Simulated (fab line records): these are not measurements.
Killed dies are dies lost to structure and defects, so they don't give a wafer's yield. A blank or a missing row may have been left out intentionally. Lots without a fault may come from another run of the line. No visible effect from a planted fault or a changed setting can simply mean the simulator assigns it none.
fab line records -- flow sky130
[record] lots = 11, wafers = 33, last_day = 50
route steps=708 shown POLY_GATE@234 POLY_CUT@319 LI_CONTACT@386 LOCAL_INTERCONNECT@388 PAD_OPEN@708
lots untouched by any fault: they come from a run of this same line in which no faults occurred
start_h: start of the lot's first displayed wafer, in hours after the record's first day -- wait_h: how many hours have passed since the lot's step before this one -- " as in the row above -- L1.1+2: several wafers, shown together as one row -- - no value, or no start was given -- * or withheld: withheld -- < > ~ a bound
route shown NAME@n: a module of which the file shows steps, and the number in the route of the first -- usual: the fault-free wafers' mean and standard deviation -- same: alike in all rows -- chamber/n: place in a boat -- sites: readings site by site -- _std_site: standard deviation of those values -- _edge_site: mean of outer sites minus mean of inner sites -- radius_mm: how far each site lies from the wafer's centre -- mask NAME#n: copy n -- behind: tool/chamber where the wafer was last shaped -- hold: why the lot was held/for how many hours/how that ended -- device: the n, p or np transistor that did not switch -- end of line: the tests these same wafers got at the end of their route -- for a step that has no rows: nothing shown but its recipe -- killed: the dies lost at the first sort to structure and to defects; this is not the yield of the wafer -- map: a wafer's dies, x killed, . not, _ none there
set.NAME: the setting as run; set.NAME@STEP: as run at that earlier step -- model.NAME: the simulator's own value behind a step, which no gauge read
a sample of lots followed through the steps of the route, with each step as a table and each wafer as a row
services: the hour from which a tool's chamber was out of use, counted from the record's first day as start_h (under 0 if before that day), plus the number of hours and why
[[steps]]
[step SKY_POLY_GATE_OXIDATION_20]
[recipe] temp_c = 850, ambient = O2, stabilise_s = 600, purge_s = 300, target_thk_a = 40, ox_time_s = 899
[usual] spike_tc_bottom_C = 870.8/2.2, spike_tc_centre_C = 851.2/1, spike_tc_lower_C = 849.7/0.97, spike_tc_top_C = 860.0/1.2, spike_tc_upper_C = 849.2/1.6, tube_center_temp_C = 850.01/0.07, tube_center_temp_C_max = 852.2/0.37
lot.wafer,tool,chamber,start_h,wait_h,spike_tc_bottom_C,spike_tc_centre_C,spike_tc_lower_C,spike_tc_top_C,spike_tc_upper_C,tube_center_temp_C,tube_center_temp_C_max
L144.1,furnace-02,0,392.52,0.2,872.2,850.8,849.0,859.3,846.2,849.99,852.2
L144.4,furnace-02,0,392.52,0.2,872.5,853.6,850.1,859.1,848.5,850.03,852.6
L144.6,furnace-02,0,392.52,0.2,872.4,851.1,849.8,859.9,847.8,849.99,852.5
L146.1,furnace-02,0,414.21,2.5,871.7,851.5,850.1,860.3,848.5,850.04,852.0
L146.3,furnace-02,0,414.21,2.5,872.4,852.2,849.3,859.7,848.5,850.03,852.3
L146.6,furnace-02,0,414.21,2.5,870.9,852.3,847.0,858.6,848.8,849.94,852.1
L147.2,furnace-01,0,424.56,3.2,869.4,851.7,850.0,858.8,851.2,850.1,852.3
L147.4,furnace-01,0,424.56,3.2,869.5,849.1,850.3,860.3,851.6,850.1,852.1
L147.6,furnace-01,0,424.56,3.2,868.0,851.3,849.9,858.6,851.9,850.09,852.3
L148.1,furnace-02,0,431.73,4.5,874.9,852.9,849.7,861.0,848.5,849.94,852.1
L148.4,furnace-02,0,431.73,4.5,870.9,850.2,848.2,859.9,849.7,850.06,852.2
L148.5,furnace-02,0,431.73,4.5,870.5,851.1,848.5,861.8,847.7,850.01,852.1
L152.1,furnace-01,0,467.33,0.0,867.6,851.6,849.4,860.4,850.0,850.08,853.6
L152.2,furnace-01,0,467.33,0.0,867.7,850.7,846.9,860.0,852.4,850.02,851.9
L152.3,furnace-01,0,467.33,0.0,869.0,849.8,849.9,859.2,850.4,850.01,852.3
L153.1,furnace-02,0,478.84,0.0,889.4,867.7,865.6,876.2,865.0,866.34,868.9
L153.2,furnace-02,0,478.84,0.0,889.9,868.2,866.2,878.9,863.2,866.13,868.2
L153.6,furnace-02,0,478.84,0.0,889.1,867.9,866.7,877.4,865.3,866.18,867.9
L154.3,furnace-02,0,489.34,0.0,887.9,868.0,865.9,877.3,865.9,866.21,868.4
L154.4,furnace-02,0,489.34,0.0,888.7,866.2,866.6,877.0,862.6,866.34,868.2
L154.6,furnace-02,0,489.34,0.0,890.0,867.6,866.6,875.0,863.9,866.31,868.1
L155.2,furnace-02,0,496.54,0.8,887.4,867.0,864.7,876.8,865.4,866.26,869.2
L155.3,furnace-02,0,496.54,0.8,888.6,868.4,865.0,875.8,863.8,866.3,869.1
L155.5,furnace-02,0,496.54,0.8,889.4,867.3,866.2,876.1,864.8,866.24,868.5
L160.2,furnace-01,0,539.75,0.2,867.3,851.3,848.8,857.2,850.0,850.02,852.3
L160.3,furnace-01,0,539.75,0.2,869.7,850.6,850.4,858.3,850.3,849.97,852.2
L160.4,furnace-01,0,539.75,0.2,869.3,849.3,851.5,858.2,849.4,849.98,851.8
L161.1,furnace-01,0,541.83,0.0,867.4,851.3,851.3,860.6,850.1,850.12,852.9
L161.4,furnace-01,0,541.83,0.0,868.0,852.4,850.3,859.8,851.1,850.07,852.1
L161.6,furnace-01,0,541.83,0.0,868.9,850.5,849.1,858.7,850.9,850.06,851.6
L164.1,furnace-01,0,568.34,0.0,868.8,852.5,850.4,857.4,851.2,849.97,852.5
L164.3,furnace-01,0,568.34,0.0,868.0,850.4,850.0,860.1,850.8,849.98,852.3
L164.5,furnace-01,0,568.34,0.0,867.2,849.9,850.7,859.6,850.6,850.07,852.3
[step SKY_POLY_GATE_THK_MEAS_21]
[recipe] reads = SiO2_of_POLY_GATE_OXIDATION_20
[usual] POLY_GATE_OXIDATION_THK = 4.01/0.072
lot.wafer,tool,chamber,start_h,wait_h,POLY_GATE_OXIDATION_THK[nm]
L144.1,film_metro-02,-,393.77,0.0,4.10
L144.4,film_metro-02,-,393.77,0.0,4.02
L144.6,film_metro-02,-,393.77,0.0,4.17
L146.1,film_metro-02,-,415.46,0.0,3.90
L146.3,film_metro-02,-,415.46,0.0,4.01
L146.6,film_metro-02,-,415.46,0.0,3.95
L147.2,film_metro-04,-,425.82,0.0,4.07
L147.4,film_metro-04,-,425.82,0.0,4.04
L147.6,film_metro-04,-,425.82,0.0,4.05
L148.1,film_metro-02,-,432.98,0.0,3.93
L148.4,film_metro-02,-,432.98,0.0,3.96
L148.5,film_metro-02,-,432.98,0.0,3.92
L152.1,film_metro-02,-,468.58,0.0,4.09
L152.2,film_metro-02,-,468.58,0.0,4.08
L152.3,film_metro-02,-,468.58,0.0,4.15
L153.1,film_metro-01,-,480.09,0.0,4.91
L153.2,film_metro-01,-,480.09,0.0,4.99
L153.6,film_metro-01,-,480.09,0.0,4.93
L154.3,film_metro-01,-,490.61,0.0,4.91
L154.4,film_metro-01,-,490.61,0.0,4.97
L154.6,film_metro-01,-,490.61,0.0,4.97
L155.2,film_metro-02,-,497.80,0.0,4.94
L155.3,film_metro-02,-,497.80,0.0,4.97
L155.5,film_metro-02,-,497.80,0.0,4.94
L160.2,film_metro-01,-,541.02,0.0,3.99
L160.3,film_metro-01,-,541.02,0.0,4.06
L160.4,film_metro-01,-,541.02,0.0,4.00
L161.1,film_metro-02,-,543.08,0.0,4.07
L161.4,film_metro-02,-,543.08,0.0,4.07
L161.6,film_metro-02,-,543.08,0.0,4.10
L164.1,film_metro-02,-,569.59,0.0,3.88
L164.3,film_metro-02,-,569.59,0.0,3.93
L164.5,film_metro-02,-,569.59,0.0,3.99
[step SKY_POLY_CUT_STRIP_12]
[recipe] chemistry = O2/N2, power_w = 1400, pressure_mtorr = 1500, platen_temp_c = withheld, o2_flow_sccm = 3000, n2_flow_sccm = 300, overash_fraction = 0.5
[usual] drypump_motor_current_A = 5.7/0.46, oes_product_au = 0.452/0.0044, strip_time_to_endpoint_s = 5.360/0.019
lot.wafer,tool,chamber,start_h,wait_h,drypump_motor_current_A,oes_product_au,rf_hours_counter_h,strip_time_to_endpoint_s
L144.1,plasma_asher-02,1,578.38,0.0,5.6,0.454,9,5.346
L144.4,plasma_asher-02,1,578.38,0.0,5.6,0.453,-,5.338
L144.6,plasma_asher-02,1,578.38,0.0,5.6,0.456,-,5.341
L146.1,plasma_asher-04,0,600.18,0.0,5.0,0.455,82,5.378
L146.3,plasma_asher-04,1,600.18,0.0,5.4,0.448,-,5.385
L146.6,plasma_asher-04,0,600.18,0.0,5.0,0.455,-,5.393
L147.2,plasma_asher-03,1,614.62,0.0,6.5,0.454,88,5.366
L147.4,plasma_asher-03,1,614.62,0.0,6.5,0.453,-,5.373
L147.6,plasma_asher-03,1,614.62,0.0,6.5,0.456,-,5.354
L148.1,plasma_asher-02,1,617.73,0.0,5.5,0.455,13,5.375
L148.4,plasma_asher-02,1,617.73,0.0,5.5,0.450,-,5.359
L148.5,plasma_asher-02,1,617.73,0.0,5.6,0.451,-,5.371
L152.1,plasma_asher-03,1,653.12,0.0,6.4,0.454,92,5.384
L152.2,plasma_asher-03,0,653.12,0.0,6.1,0.456,92,5.374
L152.3,plasma_asher-03,1,653.12,0.0,6.4,0.453,-,5.347
L153.1,plasma_asher-02,1,663.68,0.0,5.6,0.452,16,5.352
L153.2,plasma_asher-02,0,663.68,0.0,5.5,0.454,16,5.353
L153.6,plasma_asher-02,0,663.68,0.0,5.5,0.451,-,5.343
L154.3,plasma_asher-03,1,671.21,0.1,6.5,0.451,-,5.348
L154.4,plasma_asher-03,0,671.21,0.1,6.1,0.457,-,5.357
L154.6,plasma_asher-03,1,671.21,0.1,6.5,0.448,-,5.349
L155.2,plasma_asher-02,1,678.02,0.0,5.6,0.456,17,5.343
L155.3,plasma_asher-02,0,678.02,0.0,5.6,0.455,-,5.329
L155.5,plasma_asher-02,0,678.02,0.0,5.5,0.444,-,5.331
L160.2,plasma_asher-02,1,718.83,0.0,5.6,0.459,22,5.352
L160.3,plasma_asher-02,1,718.83,0.0,5.5,0.450,-,5.356
L160.4,plasma_asher-02,0,718.83,0.0,5.5,0.446,-,5.363
L161.1,plasma_asher-04,1,720.62,0.0,5.4,0.450,95,5.346
L161.4,plasma_asher-04,1,720.62,0.0,5.4,0.450,-,5.362
L161.6,plasma_asher-04,1,720.62,0.0,5.4,0.451,-,5.364
L164.1,plasma_asher-02,1,744.68,0.0,5.6,0.452,25,5.361
L164.3,plasma_asher-02,0,744.68,0.0,5.5,0.452,-,5.317
L164.5,plasma_asher-02,1,744.68,0.0,5.6,0.454,-,5.341
[step SKY_LI_CONTACT_CMP_24]
[recipe] stop_on = PSG, t_overpolish_s = 20, down_force_psi = 3.5, platen_rpm = 60, target_thk_nm = 0, pad_velocity_m_s = 0.94248
[usual] motor_current_A = 11.2/1, overpolish_run_s = 19.999/0.0089, time_to_endpoint_s = 98/3.1
lot.wafer,tool,chamber,start_h,wait_h,motor_current_A,overpolish_run_s,time_to_endpoint_s
L144.4,cmp-02,0,697.79,0.0,12.1,19.988,99
L144.1,cmp-02,1,697.79,0.0,9.9,19.996,102
L144.6,cmp-02,0,697.79,0.0,13.3,20.015,95
L146.3,cmp-01,1,715.81,0.1,11.1,19.997,95
L146.1,cmp-01,2,715.81,0.1,11.8,19.985,93
L146.6,cmp-01,0,715.81,0.1,9.4,20.003,99
L147.2,cmp-01,0,731.35,0.2,9.5,20.010,101
L147.4,cmp-01,2,731.35,0.2,11.8,20.004,99
L147.6,cmp-01,0,731.35,0.2,9.4,20.004,103
L148.4,cmp-02,2,734.33,0.0,12.2,20.002,95
L148.1,cmp-02,0,734.33,0.0,13.4,20.007,95
L148.5,cmp-02,2,734.33,0.0,12.9,20.023,93
L152.2,cmp-02,1,766.26,0.0,10.5,20.007,102
L152.3,cmp-02,2,766.26,0.0,11.7,20.000,97
L152.1,cmp-02,3,766.26,0.0,11.5,19.990,100
L153.1,cmp-01,2,775.61,0.1,11.6,19.997,100
L153.2,cmp-01,0,775.61,0.1,9.5,20.006,101
L153.6,cmp-01,2,775.61,0.1,12.3,19.997,99
L154.4,cmp-01,2,784.69,0.2,11.8,20.004,98
L154.3,cmp-01,3,784.69,0.2,11.3,20.004,100
L154.6,cmp-01,2,784.69,0.2,11.6,19.999,98
L155.2,cmp-01,3,789.41,0.0,11.6,19.997,101
L155.3,cmp-01,1,789.41,0.0,10.7,20.004,98
L155.5,cmp-01,3,789.41,0.0,10.8,19.991,99
L160.2,cmp-02,2,829.54,0.1,12.6,20.011,98
L160.4,cmp-02,3,829.54,0.1,10.9,20.002,100
L160.3,cmp-02,0,829.54,0.1,13.0,19.981,97
L161.1,cmp-02,3,830.06,0.1,10.8,20.004,98
L161.4,cmp-02,0,830.06,0.1,12.6,19.995,98
L161.6,cmp-02,3,830.06,0.1,11.0,19.999,98
L164.3,cmp-01,1,853.96,0.0,11.6,19.990,96
L164.1,cmp-01,0,853.96,0.0,9.0,20.012,99
L164.5,cmp-01,2,853.96,0.0,10.9,20.001,97
[step SKY_LOCAL_INTERCONNECT_RS_MEAS_01]
[recipe] thk_meas_gauge = four-point-probe, reads = TiN_of_LOCAL_INTERCONNECT_SPUTTER_00
[usual] LOCAL_INTERCONNECT_TIN_RS = 14.08/0.15
lot.wafer,tool,chamber,start_h,wait_h,LOCAL_INTERCONNECT_TIN_RS[ohm/sq]
L144.1,film_metro-02,-,698.15,0.0,13.89
L144.4,film_metro-02,-,698.15,0.0,13.95
L144.6,film_metro-02,-,698.15,0.0,13.87
L146.1,film_metro-01,-,716.12,0.0,13.85
L146.3,film_metro-01,-,716.12,0.0,14.07
L146.6,film_metro-01,-,716.12,0.0,13.94
L147.2,film_metro-02,-,731.69,0.1,14.06
L147.4,film_metro-02,-,731.69,0.1,14.06
L147.6,film_metro-02,-,731.69,0.1,14.07
L148.1,film_metro-01,-,734.69,0.0,14.25
L148.4,film_metro-01,-,734.69,0.0,14.27
L148.5,film_metro-01,-,734.69,0.0,14.21
L152.1,film_metro-02,-,766.62,0.0,14.07
L152.2,film_metro-02,-,766.62,0.0,13.95
L152.3,film_metro-02,-,766.62,0.0,14.09
L153.1,film_metro-02,-,775.92,0.0,14.28
L153.2,film_metro-02,-,775.92,0.0,14.29
L153.6,film_metro-02,-,775.92,0.0,14.31
L154.3,film_metro-02,-,785.04,0.1,14.30
L154.4,film_metro-02,-,785.04,0.1,14.12
L154.6,film_metro-02,-,785.04,0.1,14.06
L155.2,film_metro-01,-,789.79,0.1,14.21
L155.3,film_metro-01,-,789.79,0.1,14.19
L155.5,film_metro-01,-,789.79,0.1,14.18
L160.2,film_metro-03,-,829.87,0.1,13.94
L160.3,film_metro-03,-,829.87,0.1,13.86
L160.4,film_metro-03,-,829.87,0.1,13.88
L161.1,film_metro-02,-,830.37,0.0,14.02
L161.4,film_metro-02,-,830.37,0.0,14.17
L161.6,film_metro-02,-,830.37,0.0,14.20
L164.1,film_metro-02,-,854.33,0.0,14.23
L164.3,film_metro-02,-,854.33,0.0,14.26
L164.5,film_metro-02,-,854.33,0.0,14.19
[step SKY_PAD_OPEN_PROBE_99]
[usual] killed_at_M0_to_M3 = 43/7.3, killed_at_M4_up = 3.1/1.8, killed_at_contacts = 24/5.4, killed_at_front_end = 15/4.1, killed_at_other = 0.2/0.52, killed_dies = 86/10, killed_on_rim = 17/4.1, killed_open = 47/7.3, killed_short = 39/6.4
[same] gross_dies = 492, killed_at_back_side = 0
lot.wafer,tool,chamber,start_h,wait_h,killed_at_M0_to_M3,killed_at_M4_up,killed_at_contacts,killed_at_front_end,killed_at_other,killed_dies,killed_on_rim,killed_open,killed_short
L144.1,prober-02,-,1092.11,0.1,31,1,20,14,0,66,10,32,34
L144.4,prober-02,-,1092.26,0.2,51,3,18,10,1,83,13,45,38
L144.6,prober-02,-,1092.36,0.2,59,5,26,14,0,104,19,59,45
L146.1,prober-02,-,1104.31,0.1,44,4,22,16,0,86,16,49,37
L146.3,prober-02,-,1104.41,0.2,36,1,13,12,0,62,11,35,27
L146.6,prober-02,-,1104.56,0.2,32,4,27,12,1,76,15,38,38
L147.2,prober-01,-,1116.36,0.1,53,1,18,16,0,88,24,44,44
L147.4,prober-01,-,1116.46,0.2,48,1,23,24,0,96,15,60,36
L147.6,prober-01,-,1116.56,0.2,62,2,26,21,1,112,24,58,53
L148.1,prober-02,-,1117.06,0.1,41,2,30,10,0,83,16,44,39
L148.4,prober-02,-,1117.21,0.2,54,3,24,15,0,96,13,57,39
L148.5,prober-02,-,1117.26,0.2,50,1,24,13,0,88,8,45,43
L152.1,prober-02,-,1142.10,0.1,39,3,37,20,0,99,23,50,49
L152.2,prober-02,-,1142.15,0.1,37,3,27,17,0,84,15,48,35
L152.3,prober-02,-,1142.20,0.2,44,5,35,12,0,96,15,56,40
L153.1,prober-01,-,1147.62,0.1,60,7,16,12,0,95,17,43,52
L153.2,prober-01,-,1147.67,0.1,55,0,19,17,0,91,15,54,37
L153.6,prober-01,-,1147.87,0.2,42,1,21,18,2,84,13,43,41
L154.3,prober-02,-,1152.07,0.2,44,2,18,15,1,80,20,48,32
L154.4,prober-02,-,1152.12,0.2,54,2,26,22,2,106,25,50,56
L154.6,prober-02,-,1152.22,0.2,39,5,27,15,0,86,16,46,40
L155.2,prober-01,-,1157.45,0.1,45,1,39,15,0,100,19,58,41
L155.3,prober-01,-,1157.50,0.2,46,3,18,20,0,87,15,46,41
L155.5,prober-01,-,1157.60,0.2,45,0,23,14,0,82,12,45,36
L160.2,prober-02,-,1184.07,0.1,36,4,22,17,2,81,17,43,38
L160.3,prober-02,-,1184.12,0.2,55,4,18,14,1,92,22,52,40
L160.4,prober-02,-,1184.17,0.2,36,3,23,14,0,76,15,43,33
L161.1,prober-01,-,1185.13,0.1,36,4,19,21,0,80,17,40,40
L161.4,prober-01,-,1185.28,0.2,43,5,23,11,0,82,16,47,33
L161.6,prober-01,-,1185.38,0.2,38,2,30,19,0,89,24,60,28
L164.1,prober-02,-,1195.51,0.1,46,3,25,14,0,88,16,46,42
L164.3,prober-02,-,1195.61,0.2,36,4,21,9,1,71,16,42,29
L164.5,prober-02,-,1195.71,0.2,50,2,19,17,0,88,15,52,36
// killed by level:class
L144.1 VIA1:geometric_particle:open=7 VIA1:geometric_particle:short=6 LI_CONTACT:geometric_particle:open=5 LOCAL_INTERCONNECT:geometric_particle:short=5 CONTACT:geometric_particle:open=5 VIA3:geometric_particle:open=5 FIELD_ISO:geometric_particle:open=4 POLY_GATE:geometric_particle:short=4
L144.4 VIA1:geometric_particle:short=11 CONTACT:geometric_particle:open=9 VIA1:geometric_particle:open=9 VIA3:geometric_particle:open=8 METAL1:geometric_particle:open=5 LOCAL_INTERCONNECT:geometric_particle:short=4 METAL3:geometric_particle:short=4 VIA2:geometric_particle:open=4
L144.6 VIA2:geometric_particle:open=13 METAL2:geometric_particle:short=10 VIA1:geometric_particle:open=9 LI_CONTACT:geometric_particle:open=8 LOCAL_INTERCONNECT:geometric_particle:short=6 VIA3:geometric_particle:open=6 POLY_GATE:geometric_particle:open=5 CONTACT:geometric_particle:open=5
L146.1 VIA1:geometric_particle:open=10 LI_CONTACT:geometric_particle:open=9 VIA3:geometric_particle:open=9 METAL2:geometric_particle:short=8 CONTACT:geometric_particle:open=6 FIELD_ISO:geometric_particle:open=4 FIELD_ISO:geometric_particle:short=4 VIA3:geometric_particle:short=4
L146.3 VIA1:geometric_particle:open=9 METAL2:geometric_particle:short=6 CONTACT:geometric_particle:open=6 VIA1:geometric_particle:short=5 METAL1:geometric_particle:short=4 POLY_CUT:geometric_particle:open=3 FIELD_ISO:geometric_particle:short=3 LI_CONTACT:geometric_particle:open=3
L146.6 LI_CONTACT:geometric_particle:open=8 CONTACT:geometric_particle:short=8 CONTACT:geometric_particle:open=7 VIA1:geometric_particle:short=7 VIA1:geometric_particle:open=7 VIA3:geometric_particle:open=5 VIA2:geometric_particle:open=4 FIELD_ISO:geometric_particle:short=3
L147.2 VIA1:geometric_particle:short=10 VIA1:geometric_particle:open=10 LI_CONTACT:geometric_particle:open=7 METAL2:geometric_particle:short=6 METAL1:geometric_particle:short=5 VIA2:geometric_particle:open=5 VIA3:geometric_particle:open=5 FIELD_ISO:geometric_particle:open=4
L147.4 VIA1:geometric_particle:open=12 LI_CONTACT:geometric_particle:open=10 CONTACT:geometric_particle:open=9 FIELD_ISO:geometric_particle:open=7 POLY_GATE:geometric_particle:open=6 METAL1:geometric_particle:short=6 FIELD_ISO:geometric_particle:short=4 METAL3:geometric_particle:short=4
L147.6 VIA1:geometric_particle:open=16 CONTACT:geometric_particle:open=11 METAL2:geometric_particle:short=10 LI_CONTACT:geometric_particle:open=9 FIELD_ISO:geometric_particle:short=8 METAL1:geometric_particle:short=8 VIA2:geometric_particle:open=7 VIA1:geometric_particle:short=6
L148.1 LI_CONTACT:geometric_particle:open=11 VIA1:geometric_particle:open=9 LI_CONTACT:geometric_particle:short=8 CONTACT:geometric_particle:open=7 METAL3:geometric_particle:short=5 METAL2:geometric_particle:short=5 VIA3:geometric_particle:open=5 VIA2:geometric_particle:short=4
L148.4 VIA1:geometric_particle:open=16 CONTACT:geometric_particle:open=9 VIA3:geometric_particle:open=8 METAL1:geometric_particle:short=8 VIA2:geometric_particle:open=7 LI_CONTACT:geometric_particle:open=6 FIELD_ISO:geometric_particle:short=5 FIELD_ISO:geometric_particle:open=4
L148.5 CONTACT:geometric_particle:open=10 VIA1:geometric_particle:open=10 VIA1:geometric_particle:short=9 VIA3:geometric_particle:open=6 LOCAL_INTERCONNECT:geometric_particle:short=5 VIA2:geometric_particle:open=5 METAL2:geometric_particle:short=5 FIELD_ISO:geometric_particle:short=4
L152.1 VIA1:geometric_particle:open=13 CONTACT:geometric_particle:short=11 LI_CONTACT:geometric_particle:open=9 FIELD_ISO:geometric_particle:open=8 CONTACT:geometric_particle:open=7 VIA3:geometric_particle:short=7 LOCAL_INTERCONNECT:geometric_particle:short=6 VIA3:geometric_particle:open=5
L152.2 CONTACT:geometric_particle:open=9 VIA1:geometric_particle:open=9 LI_CONTACT:geometric_particle:open=8 VIA3:geometric_particle:open=7 FIELD_ISO:geometric_particle:open=5 VIA1:geometric_particle:short=5 POLY_GATE:geometric_particle:open=4 LOCAL_INTERCONNECT:geometric_particle:short=4
L152.3 CONTACT:geometric_particle:open=15 VIA2:geometric_particle:open=10 LI_CONTACT:geometric_particle:open=8 VIA1:geometric_particle:open=8 METAL2:geometric_particle:short=7 CONTACT:geometric_particle:short=7 FIELD_ISO:geometric_particle:open=5 VIA2:geometric_particle:short=5
L153.1 VIA1:geometric_particle:open=16 VIA1:geometric_particle:short=9 METAL1:geometric_particle:short=9 VIA3:geometric_particle:short=9 POLY_GATE:geometric_particle:short=6 CONTACT:geometric_particle:open=6 LI_CONTACT:geometric_particle:open=5 CONTACT:geometric_particle:short=5
L153.2 VIA1:geometric_particle:open=13 VIA2:geometric_particle:open=11 CONTACT:geometric_particle:open=8 VIA1:geometric_particle:short=6 FIELD_ISO:geometric_particle:open=5 CONTACT:geometric_particle:short=5 METAL1:geometric_particle:short=5 METAL2:geometric_particle:short=5
L153.6 CONTACT:geometric_particle:open=8 FIELD_ISO:geometric_particle:open=7 VIA1:geometric_particle:short=7 LI_CONTACT:geometric_particle:open=6 VIA2:geometric_particle:open=6 VIA2:geometric_particle:short=5 METAL2:geometric_particle:short=5 FIELD_ISO:geometric_particle:short=4
L154.3 VIA3:geometric_particle:open=11 VIA1:geometric_particle:open=7 CONTACT:geometric_particle:open=6 METAL2:geometric_particle:short=6 FIELD_ISO:geometric_particle:open=5 POLY_GATE:geometric_particle:open=5 VIA1:geometric_particle:short=5 METAL1:geometric_particle:short=5
L154.4 POLY_GATE:geometric_particle:short=8 CONTACT:geometric_particle:open=8 CONTACT:geometric_particle:short=7 METAL1:geometric_particle:short=7 VIA1:geometric_particle:open=7 VIA3:geometric_particle:open=7 VIA1:geometric_particle:short=6 VIA2:geometric_particle:short=6
L154.6 VIA1:geometric_particle:open=10 LI_CONTACT:geometric_particle:open=7 VIA2:geometric_particle:open=7 CONTACT:geometric_particle:open=6 METAL2:geometric_particle:short=6 LOCAL_INTERCONNECT:geometric_particle:short=5 CONTACT:geometric_particle:short=5 FIELD_ISO:geometric_particle:open=4
L155.2 CONTACT:geometric_particle:open=18 VIA1:geometric_particle:open=10 LI_CONTACT:geometric_particle:open=9 VIA1:geometric_particle:short=7 METAL1:geometric_particle:short=6 VIA2:geometric_particle:open=6 VIA3:geometric_particle:open=6 LOCAL_INTERCONNECT:geometric_particle:short=5
L155.3 FIELD_ISO:geometric_particle:open=9 VIA1:geometric_particle:open=9 LOCAL_INTERCONNECT:geometric_particle:short=7 METAL1:geometric_particle:short=6 METAL1:geometric_particle:open=6 FIELD_ISO:geometric_particle:short=5 VIA2:geometric_particle:open=5 CONTACT:geometric_particle:open=5
L155.5 VIA3:geometric_particle:open=9 CONTACT:geometric_particle:open=8 VIA1:geometric_particle:open=8 CONTACT:geometric_particle:short=6 VIA2:geometric_particle:open=6 FIELD_ISO:geometric_particle:short=5 LI_CONTACT:geometric_particle:open=5 METAL2:geometric_particle:short=4
L160.2 CONTACT:geometric_particle:open=10 VIA2:geometric_particle:open=7 VIA3:geometric_particle:open=6 VIA1:geometric_particle:open=6 METAL1:geometric_particle:short=5 FIELD_ISO:geometric_particle:short=4 LI_CONTACT:geometric_particle:open=4 LI_CONTACT:geometric_particle:short=4
L160.3 METAL1:geometric_particle:short=12 VIA3:geometric_particle:open=10 VIA1:geometric_particle:open=10 CONTACT:geometric_particle:open=7 VIA2:geometric_particle:open=6 FIELD_ISO:geometric_particle:open=5 LI_CONTACT:geometric_particle:open=5 VIA1:geometric_particle:short=4
L160.4 VIA1:geometric_particle:open=9 LI_CONTACT:geometric_particle:open=8 CONTACT:geometric_particle:open=8 FIELD_ISO:geometric_particle:short=5 POLY_GATE:geometric_particle:open=5 VIA3:geometric_particle:open=5 VIA1:geometric_particle:short=4 VIA3:geometric_particle:short=4
L161.1 METAL1:geometric_particle:short=8 LI_CONTACT:geometric_particle:open=7 CONTACT:geometric_particle:open=7 VIA1:geometric_particle:open=7 FIELD_ISO:geometric_particle:open=6 POLY_GATE:geometric_particle:short=6 METAL2:geometric_particle:short=4 FIELD_ISO:geometric_particle:short=3
L161.4 VIA1:geometric_particle:open=12 LI_CONTACT:geometric_particle:open=10 VIA2:geometric_particle:open=7 CONTACT:geometric_particle:open=6 VIA1:geometric_particle:short=5 METAL2:geometric_particle:short=4 METAL1:geometric_particle:short=4 FIELD_ISO:geometric_particle:open=3
L161.6 LI_CONTACT:geometric_particle:open=13 CONTACT:geometric_particle:open=10 VIA1:geometric_particle:open=9 POLY_GATE:geometric_particle:open=7 VIA2:geometric_particle:open=7 FIELD_ISO:geometric_particle:open=5 POLY_GATE:geometric_particle:short=4 METAL3:geometric_particle:short=4
L164.1 VIA2:geometric_particle:open=9 LI_CONTACT:geometric_particle:open=8 CONTACT:geometric_particle:open=8 VIA1:geometric_particle:open=8 VIA2:geometric_particle:short=6 METAL1:geometric_particle:short=6 METAL2:geometric_particle:short=5 FIELD_ISO:geometric_particle:open=4
L164.3 CONTACT:geometric_particle:open=10 LI_CONTACT:geometric_particle:open=7 VIA1:geometric_particle:open=6 VIA3:geometric_particle:open=5 METAL2:geometric_particle:short=5 FIELD_ISO:geometric_particle:short=4 VIA2:geometric_particle:open=4 FIELD_ISO:geometric_particle:open=3
L164.5 VIA1:geometric_particle:open=15 CONTACT:geometric_particle:open=8 METAL1:geometric_particle:short=7 POLY_GATE:geometric_particle:open=6 LI_CONTACT:geometric_particle:open=6 VIA1:geometric_particle:short=6 VIA2:geometric_particle:open=6 VIA3:geometric_particle:open=5
[[services]]
tool,chamber,start_h,hours,kind
cmp-01,-,408.17,8.5,pm
furnace-02,-,421.16,4.0,pm
plasma_asher-02,-,421.28,9.0,pm
furnace-02,-,426.62,3.7,pm
plasma_asher-02,-,438.27,1.1,repair
plasma_asher-02,-,449.94,0.5,repair
cmp-01,-,465.38,1.6,repair
plasma_asher-02,-,487.05,55.4,repair
cmp-01,-,511.60,0.3,repair
cmp-01,-,515.52,13.8,pm
cmp-01,-,529.82,4.7,pm
cmp-01,-,560.52,2.2,repair
cmp-01,-,568.23,2.9,repair
cmp-01,-,572.00,4.0,pm
cmp-01,-,573.78,5.1,repair
furnace-02,-,576.08,16.4,repair
furnace-02,-,592.45,3.1,pm
cmp-01,-,617.58,1.6,repair
cmp-01,-,619.81,1.7,repair
cmp-01,-,641.12,0.4,repair
plasma_asher-02,-,644.63,14.6,pm
cmp-01,-,651.59,3.9,repair
furnace-02,-,738.57,3.7,pm
furnace-02,-,756.17,4.0,pm
[[key]]
[first_sign] step = SKY_POLY_GATE_OXIDATION_20, reading = tube_center_temp_C, direction = up, sigmas = 99+, usual = *, struck = *
[effect] step = SKY_POLY_GATE_OXIDATION_20, reading = tube_center_temp_C_max, direction = up, sigmas = 44, usual = *, struck = *
[effect] step = SKY_POLY_GATE_THK_MEAS_21, reading = POLY_GATE_OXIDATION_THK, direction = up, sigmas = 13, usual = 4.01, struck = 4.95
met_at SKY_POLY_GATE_OXIDATION_20
struck_lots L153,L154,L155
tester_left_out L153,L154,L155
not_acting_at SKY_POLY_CUT_STRIP_12,SKY_LI_CONTACT_CMP_24,SKY_LOCAL_INTERCONNECT_RS_MEAS_01
onset_between 431.73 478.84
[fault] kind = process_parameter_drift, tool = furnace-02, chamber = -, onset_h = 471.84, steps = SKY_POLY_GATE_OXIDATION_20, channel = temp_c, offset = *, shape = step, end_h = 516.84, acts_in = *, stated = *
// tester_left_out: of these lots the tester's yield and bins aren't shown, on N5 and GAA mostly nor the transistor test; their killed dies are dies lost to structure and defects alone, not to doping, threshold or leakage, so they don't give the yield
